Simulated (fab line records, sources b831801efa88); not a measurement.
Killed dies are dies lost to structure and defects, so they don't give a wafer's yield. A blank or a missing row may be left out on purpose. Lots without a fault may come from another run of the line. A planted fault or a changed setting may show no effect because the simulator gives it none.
fab line records | flow sky130
record lots=6 wafers=18 last_day=50
route steps=708 shown VIA3@587 METAL4@598 PAD_OPEN@708
lots that met no fault: from a run of the same line without faults
start_h: hours from the record's first day to the start of the lot's first wafer shown | wait_h: hours since the lot's step before | " the same as in the row above | L1.1+2: a row that stands for several wafers | - no value, or no start given | * or withheld: withheld | < > ~ a bound
route shown NAME@n: a module of which the file shows steps, and the number in the route of the first | usual: mean/standard deviation of fault-free wafers | same: alike in all rows | chamber/n: place in a boat | sites: the reading at each site | _std_site: their standard deviation | _edge_site: outer sites' mean less inner sites' | radius_mm: how far each site lies from the wafer's centre | mask NAME#n: copy n | behind: the tool/chamber that last shaped the wafer | hold: why the lot was held/for how many hours/how that ended | device: the transistor (n, p or np) that didn't switch | end of line: the same wafers' tests at the end of the route | a step without rows: its recipe alone | killed: dies lost to structure and defects at the first sort, not the wafer's yield | map: a wafer's dies, x killed, . not, _ none there
set.NAME: the setting as run; set.NAME@STEP: as run at that earlier step | model.NAME: the simulator's own value behind a step, which no gauge read
lots at some steps of the route; a table a step, a row a wafer
services: from which hour (start_h, from the record's first day; less than 0 if before it) a tool's chamber was out of use, for how many hours, and why
## steps
# step SKY_VIA3_ETCH_14
# recipe chemistry=N2/H2 target=BARC ion_energy_ev=200 source_w=512.5 bias_w=100 pressure_mtorr=30 n2_flow_sccm=100 h2_flow_sccm=200 stop_on=SiO2 time_s=45.9 target_depth_a=600
# usual bias_w=100.0/0.31 drypump_motor_current_A=5.62/0.28 oes_product_au=0.855/0.0046 throttle_valve_pct=13.222/0.0088
# columns lot.wafer tool chamber start_h wait_h bias_w drypump_motor_current_A oes_product_au rf_hours_counter_h throttle_valve_pct
L177.1 rie_diel-02 1 960.73 0.0 100.3 5.32 0.848 10 13.214
L177.2 " 2 " " 100.0 5.96 0.849 12 13.212
L177.4 " 0 " " 99.6 5.55 0.849 17 13.221
L183.2 rie_diel-04 3 1020.56 0.0 100.4 5.62 0.863 3 13.219
L183.5 " 3 " " 100.2 5.64 0.858 - 13.237
L183.6 " 2 " " 100.0 5.45 0.855 - 13.220
L185.2 rie_diel-02 1 1024.21 0.0 99.8 5.30 0.853 11 13.225
L185.3 " 0 " " 100.4 5.57 0.850 19 13.225
L185.4 " 2 " " 100.0 5.95 0.852 14 13.217
L190.2 rie_diel-03 1 1048.57 0.0 99.8 5.87 0.860 27 13.224
L190.3 " 3 " " 100.2 5.38 0.847 7 13.223
L190.6 " 1 " " 99.7 5.87 0.855 - 13.238
L193.2 rie_diel-04 2 1064.16 0.0 99.9 5.51 0.859 20 13.231
L193.3 " 3 " " 99.7 5.64 0.855 5 13.220
L193.5 " 0 " " 100.0 5.78 0.855 - 13.231
L194.1 rie_diel-03 0 1068.11 0.0 99.9 5.09 0.851 13 13.246
L194.3 " 3 " " 99.7 5.37 0.855 7 13.223
L194.6 " 1 " " 99.8 5.85 0.859 - 13.218
# step SKY_VIA3_ETCH_15
# recipe target=SiO2 chemistry=C4F8/O2/Ar target_depth_nm=507 stop_on=TiN mask_material=KrF-thick source_w=1500 bias_w=1200 pressure_mtorr=40 c4f8_flow_sccm=withheld O2_flow_sccm=6 Ar_flow_sccm=300 time_s=78
# step SKY_VIA3_STRIP_16
# recipe chemistry=O2/N2 power_w=1400 pressure_mtorr=1500 platen_temp_c=withheld o2_flow_sccm=3000 n2_flow_sccm=300 overash_fraction=0.5
# step SKY_VIA3_STRIP_17
# recipe chemistry=post_etch_residue_remover time_s=1200 temp_c=72.5
# step SKY_VIA3_CLEAN_18
# recipe chemistry=IPA time_s=180 temp_c=25
# step SKY_VIA3_CLEAN_19
# recipe chemistry=O3/DIW dry=n2_spin
# step SKY_VIA3_SPUTTER_20
# recipe material=TiN target_thk_nm=20 chamber_pressure_pa=5 power_w=4000 time_s=80
# usual chamber_pressure_pa=5.001/0.0095 throttle_valve_pct=30.8/0.83
# columns lot.wafer tool chamber start_h wait_h chamber_pressure_pa throttle_valve_pct
L177.1 pvd_sputter-02 - 961.43 0.0 5.008 31.1
L177.2 " - " " 4.991 31.5
L177.4 " - " " 5.019 31.1
L183.2 pvd_sputter-03 - 1021.32 0.0 5.002 29.0
L183.5 " - " " 4.987 29.8
L183.6 " - " " 5.013 28.8
L185.2 pvd_sputter-04 - 1024.93 0.0 5.003 31.7
L185.3 " - " " 4.991 30.5
L185.4 " - " " 5.012 30.9
L190.2 pvd_sputter-03 - 1049.27 0.0 5.016 29.8
L190.3 " - " " 4.997 29.0
L190.6 " - " " 5.005 31.1
L193.2 pvd_sputter-03 - 1064.86 0.0 4.985 29.6
L193.3 " - " " 4.993 31.8
L193.5 " - " " 4.994 31.6
L194.1 pvd_sputter-03 - 1068.84 0.0 5.002 31.7
L194.3 " - " " 5.004 30.0
L194.6 " - " " 5.001 30.8
# step SKY_VIA3_CVD_21
# recipe material=W target_thk_nm=390 time_s=117.31 temp_c=400 pressure_torr=40
# usual heater_power_w=834/54
# columns lot.wafer tool chamber start_h wait_h heater_power_w
L177.1 cvd_w-02 1 961.49 0.0 910
L177.2 " 0 " " 731
L177.4 " 0 " " 732
L183.2 cvd_w-02 1 1021.38 0.0 903
L183.5 " 0 " " 745
L183.6 " 1 " " 892
L185.2 cvd_w-02 0 1025.00 0.0 761
L185.3 " 0 " " 749
L185.4 " 1 " " 902
L190.2 cvd_w-01 0 1049.33 0.0 863
L190.3 " 1 " " 807
L190.6 " 0 " " 862
L193.2 cvd_w-02 1 1064.92 0.0 908
L193.3 " 0 " " 757
L193.5 " 1 " " 876
L194.1 cvd_w-02 1 1068.91 0.0 914
L194.3 " 0 " " 732
L194.6 " 1 " " 890
# step SKY_VIA3_RS_MEAS_22
# recipe thk_meas_gauge=four-point-probe reads=W_of_VIA3_CVD_21+TiN_of_VIA3_SPUTTER_20
# usual VIA3_W_RS=0.292/0.0043
# columns lot.wafer tool chamber start_h wait_h VIA3_W_RS[ohm/sq]
L177.1 film_metro-03 - 961.64 0.1 0.294
L177.2 " - " " 0.300
L177.4 " - " " 0.297
L183.2 film_metro-04 - 1021.53 0.1 0.291
L183.5 " - " " 0.297
L183.6 " - " " 0.286
L185.2 film_metro-03 - 1025.14 0.1 0.299
L185.3 " - " " 0.298
L185.4 " - " " 0.291
L190.2 film_metro-02 - 1049.47 0.1 0.292
L190.3 " - " " 0.294
L190.6 " - " " 0.290
L193.2 film_metro-03 - 1065.06 0.1 0.292
L193.3 " - " " 0.298
L193.5 " - " " 0.291
L194.1 film_metro-03 - 1069.03 0.1 0.289
L194.3 " - " " 0.297
L194.6 " - " " 0.289
# step SKY_VIA3_THK_MEAS_23
# recipe thk_meas_gauge=xrf reads=W_of_VIA3_CVD_21
# usual VIA3_W_THK=389/5.7
# columns lot.wafer tool chamber start_h wait_h VIA3_W_THK[nm]
L177.1 film_metro-03 - 961.76 0.1 386
L177.2 " - " " 376
L177.4 " - " " 381
L183.2 film_metro-04 - 1021.64 0.1 391
L183.5 " - " " 389
L183.6 " - " " 401
L185.2 film_metro-03 - 1025.25 0.1 381
L185.3 " - " " 383
L185.4 " - " " 390
L190.2 film_metro-02 - 1049.58 0.1 391
L190.3 " - " " 386
L190.6 " - " " 391
L193.2 film_metro-03 - 1065.17 0.1 387
L193.3 " - " " 383
L193.5 " - " " 389
L194.1 film_metro-03 - 1069.15 0.1 394
L194.3 " - " " 382
L194.6 " - " " 393
# step SKY_VIA3_CMP_24
# recipe stop_on=SiO2 t_overpolish_s=20 down_force_psi=3.5 platen_rpm=60 target_thk_nm=0 pad_velocity_m_s=0.94248
# usual motor_current_A=11.1/1.1 overpolish_run_s=20.000/0.0093 slurry_filter_dp_kPa=13.50/0.14 time_to_endpoint_s=95/6.5
# columns lot.wafer tool chamber start_h wait_h motor_current_A overpolish_run_s slurry_filter_dp_kPa time_to_endpoint_s
L177.1 cmp-02 2 961.82 0.1 9.3 19.991 13.39 85
L177.2 " 3 " " 12.4 19.985 13.57 98
L177.4 " 1 " " 11.5 20.002 13.48 94
L183.2 cmp-01 0 1021.84 0.2 11.4 19.986 13.11 96
L183.5 " 1 " " 11.2 20.005 13.50 81
L183.6 " 2 " " 11.7 19.984 13.58 100
L185.3 cmp-02 3 1025.30 0.0 13.1 19.995 13.55 98
L185.2 " 0 " " 10.7 20.003 13.62 88
L185.4 " 1 " " 11.0 19.989 13.81 92
L190.2 cmp-01 2 1049.68 0.1 11.6 19.993 13.51 99
L190.3 " 1 " " 10.8 20.016 13.43 83
L190.6 " 2 " " 11.3 20.012 13.70 97
L193.3 cmp-01 0 1065.27 0.1 11.6 20.004 13.56 94
L193.2 " 1 " " 10.6 20.019 13.63 90
L193.5 " 0 " " 11.2 19.988 13.49 95
L194.3 cmp-02 2 1069.21 0.0 9.8 19.990 13.71 82
L194.1 " 3 " " 12.8 20.010 13.45 97
L194.6 " 3 " " 12.4 19.998 13.39 98
# step SKY_METAL4_SPUTTER_00
# recipe material=Ti target_thk_nm=15 power_w=3000 time_s=10 chamber_pressure_pa=0.4
# step SKY_METAL4_SPUTTER_01
# recipe material=TiN target_thk_nm=20 power_w=6500 time_s=16.7 chamber_pressure_pa=0.4
# usual chamber_pressure_pa=0.3999/0.0007 throttle_valve_pct=30.6/0.76
# columns lot.wafer tool chamber start_h wait_h chamber_pressure_pa throttle_valve_pct model.TiN_of_METAL4_SPUTTER_01.thk_nm
L177.1 pvd_sputter-04 - 962.14 0.0 0.3999 31.6 20.22
L177.2 " - " " 0.4009 31.6 19.58
L177.4 " - " " 0.4005 31.9 19.86
L183.2 pvd_sputter-03 - 1022.01 0.0 0.4000 32.0 19.74
L183.5 " - " " 0.4003 29.1 19.59
L183.6 " - " " 0.4006 29.9 19.57
L185.2 pvd_sputter-03 - 1025.62 0.0 0.4004 28.9 34.18
L185.3 " - " " 0.3989 32.0 34.17
L185.4 " - " " 0.4006 29.9 34.39
L190.2 pvd_sputter-03 - 1050.00 0.0 0.4006 30.0 34.22
L190.3 " - " " 0.4006 29.0 34.09
L190.6 " - " " 0.4001 30.8 34.25
L193.2 pvd_sputter-04 - 1065.55 0.0 0.4002 30.5 19.98
L193.3 " - " " 0.4012 31.6 20.07
L193.5 " - " " 0.3996 30.7 20.19
L194.1 pvd_sputter-01 - 1069.53 0.0 0.4008 30.1 20.34
L194.3 " - " " 0.3997 29.9 19.97
L194.6 " - " " 0.4004 31.3 19.87
# step SKY_METAL4_SPUTTER_02
# recipe material=AlCu target_thk_nm=735 power_w=10600 time_s=39.1 chamber_pressure_pa=0.4
# usual chamber_pressure_pa=0.4001/0.0008 throttle_valve_pct=30.6/0.76
# columns lot.wafer tool chamber start_h wait_h chamber_pressure_pa throttle_valve_pct
L177.1 pvd_sputter-04 - 962.16 0.0 0.3998 31.7
L177.2 " - " " 0.4011 31.7
L177.4 " - " " 0.4001 31.5
L183.2 pvd_sputter-03 - 1022.03 0.0 0.3999 31.5
L183.5 " - " " 0.3989 28.9
L183.6 " - " " 0.4003 30.1
L185.2 pvd_sputter-03 - 1025.65 0.0 0.3997 28.8
L185.3 " - " " 0.4003 31.8
L185.4 " - " " 0.3993 29.9
L190.2 pvd_sputter-03 - 1050.03 0.0 0.4006 29.8
L190.3 " - " " 0.4006 29.1
L190.6 " - " " 0.4003 30.9
L193.2 pvd_sputter-04 - 1065.58 0.0 0.4007 30.8
L193.3 " - " " 0.4001 31.5
L193.5 " - " " 0.3999 30.5
L194.1 pvd_sputter-01 - 1069.56 0.0 0.4010 30.2
L194.3 " - " " 0.3997 29.8
L194.6 " - " " 0.3997 31.3
# step SKY_PAD_OPEN_PROBE_99
# usual defect_limited_yield=82.4/1.9 killed_at_M0_to_M3=42/7.1 killed_at_M4_up=3.0/1.7 killed_at_contacts=25/5 killed_at_front_end=16/4.4 killed_at_other=0.5/1.4 killed_dies=87/9.2 killed_open=47/6.2 killed_short=39/6.6 sort_bin_3_pad_short=0.9/0.46 sort_bin_5_function=10.3/1.6 sort_bin_6_memory=6.4/0.99 sort_n_pass=405/9.2 sort_yield_pct=82.4/1.9
# same gross_dies=492 killed_at_back_side=0 sort_bin_4_leakage[%]=0 sort_bin_8_speed[%]=0
# columns lot.wafer tool chamber start_h wait_h defect_limited_yield[%] killed_at_M0_to_M3 killed_at_M4_up killed_at_contacts killed_at_front_end killed_at_other killed_dies killed_open killed_short sort_bin_3_pad_short[%] sort_bin_5_function[%] sort_bin_6_memory[%] sort_n_pass sort_yield_pct[%]
L177.1 prober-02 - 1102.95 0.1 82.1 40 3 32 12 1 88 49 38 0.6 11.0 6.3 404 82.1
L177.2 prober-02 - 1103.00 0.1 79.9 53 2 26 17 1 99 52 47 1.0 9.8 9.3 393 79.9
L177.4 prober-02 - 1103.10 0.2 81.5 53 3 18 17 0 91 43 48 1.2 11.2 6.1 401 81.5
L183.2 prober-02 - 1152.62 0.1 84.6 39 6 20 11 0 76 44 32 1.2 8.9 5.3 416 84.6
L183.5 prober-02 - 1152.77 0.2 83.5 36 2 30 13 0 81 43 38 0.4 10.6 5.5 411 83.5
L183.6 prober-02 - 1152.82 0.2 81.7 34 5 24 21 6 90 45 39 1.8 10.4 6.1 402 81.7
L190.2 prober-02 - 1176.00 0.1 84.3 40 2 28 7 0 77 45 32 1.0 10.2 4.5 415 84.3
L190.3 prober-02 - 1176.05 0.2 85.4 36 2 19 15 0 72 37 35 0.8 7.9 5.9 420 85.4
L190.6 prober-02 - 1176.20 0.2 84.3 41 3 18 14 1 77 39 38 0.2 9.1 6.3 415 84.3
# killed by level:class
L177.1 CONTACT:geometric_particle:open=16 VIA2:geometric_particle:short=8 VIA1:geometric_particle:open=7 VIA2:geometric_particle:open=7 FIELD_ISO:geometric_particle:open=6 LI_CONTACT:geometric_particle:open=6 METAL1:geometric_particle:short=5 CONTACT:geometric_particle:short=5
L177.2 VIA1:geometric_particle:open=12 LI_CONTACT:geometric_particle:open=11 METAL2:geometric_particle:short=7 VIA2:geometric_particle:open=7 VIA1:geometric_particle:short=6 VIA3:geometric_particle:open=6 FIELD_ISO:geometric_particle:short=5 FIELD_ISO:geometric_particle:open=5
L177.4 VIA1:geometric_particle:open=8 VIA2:geometric_particle:open=8 METAL2:geometric_particle:short=7 VIA3:geometric_particle:open=6 FIELD_ISO:geometric_particle:open=5 LOCAL_INTERCONNECT:geometric_particle:short=5 CONTACT:geometric_particle:open=5 CONTACT:geometric_particle:short=5
L183.2 CONTACT:geometric_particle:open=10 VIA2:geometric_particle:open=9 VIA1:geometric_particle:open=8 VIA3:geometric_particle:open=7 METAL4:geometric_particle:short=6 VIA2:geometric_particle:short=5 FIELD_ISO:geometric_particle:short=4 CONTACT:geometric_particle:short=4
L183.5 CONTACT:geometric_particle:open=9 LI_CONTACT:geometric_particle:open=7 VIA2:geometric_particle:open=7 VIA1:geometric_particle:open=6 METAL2:geometric_particle:short=6 POLY_GATE:geometric_particle:short=5 LI_CONTACT:geometric_particle:short=5 LOCAL_INTERCONNECT:geometric_particle:short=5
L183.6 VIA3:geometric_particle:open=9 LOCAL_INTERCONNECT:geometric_particle:short=7 CONTACT:geometric_particle:open=6 CAPM:area_etch=6 VIA2:geometric_particle:open=5 POLY_GATE:geometric_particle:short=5 LI_CONTACT:geometric_particle:open=5 VIA1:geometric_particle:open=5
L190.2 CONTACT:geometric_particle:open=11 VIA1:geometric_particle:open=11 VIA3:geometric_particle:open=8 METAL2:geometric_particle:short=5 CONTACT:geometric_particle:short=5 LI_CONTACT:geometric_particle:short=4 LI_CONTACT:geometric_particle:open=4 LOCAL_INTERCONNECT:geometric_particle:short=4
L190.3 VIA1:geometric_particle:open=10 LI_CONTACT:geometric_particle:open=7 VIA1:geometric_particle:short=7 FIELD_ISO:geometric_particle:open=5 FIELD_ISO:geometric_particle:short=5 LOCAL_INTERCONNECT:geometric_particle:short=4 LI_CONTACT:geometric_particle:short=3 CONTACT:geometric_particle:open=3
L190.6 VIA1:geometric_particle:open=9 CONTACT:geometric_particle:open=8 POLY_GATE:geometric_particle:short=6 FIELD_ISO:geometric_particle:short=5 LI_CONTACT:geometric_particle:open=5 METAL1:geometric_particle:short=5 VIA1:geometric_particle:short=5 VIA2:geometric_particle:open=5
## services
# columns tool chamber start_h hours kind
pvd_sputter-04 0 948.22 - consumable_replace:kit
pvd_sputter-04 0 948.22 18.0 scheduled_down
pvd_sputter-04 0 948.22 18.0 vent_cycle
pvd_sputter-02 - 953.53 2.9 repair
rie_diel-04 0 958.54 4.1 repair
cvd_w-02 0 967.19 3.0 repair
rie_diel-02 1 970.38 13.2 repair
cmp-02 - 980.09 0.9 repair
rie_diel-04 0 980.79 - clean
rie_diel-04 0 980.79 12.0 scheduled_down
rie_diel-04 0 980.79 12.0 vent_cycle
rie_diel-03 3 993.57 3.2 repair
cvd_w-01 0 995.70 17.6 repair
pvd_sputter-03 - 996.24 3.9 repair
cvd_w-02 - 1001.49 2.8 pm
pvd_sputter-01 - 1016.29 9.8 repair
rie_diel-02 1 1031.89 1.4 repair
pvd_sputter-03 3 1035.46 - consumable_replace:kit
pvd_sputter-03 3 1035.46 18.0 scheduled_down
pvd_sputter-03 3 1035.46 18.0 vent_cycle
cmp-02 - 1039.04 7.8 pm
rie_diel-03 2 1044.72 - clean
pvd_sputter-02 - 1051.59 1.8 repair
rie_diel-02 3 1053.26 10.1 repair
## key
first_sign none at tools or gauges
model_effect step=SKY_METAL4_SPUTTER_01 value=TiN_of_METAL4_SPUTTER_01.thk_nm without=19.66 struck=34.22
met_at SKY_METAL4_SPUTTER_01
struck_wafers L185.2,L185.3,L185.4,L190.2,L190.3,L190.6
onset_between 1022.01 1025.62
fault kind=process_parameter_drift tool=pvd_sputter-03 chamber=- onset_h=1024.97 steps=SKY_METAL4_SPUTTER_01 channel=target_thk_nm offset=14.553 shape=step end_h=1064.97 acts_in=these_recipes_only stated=20
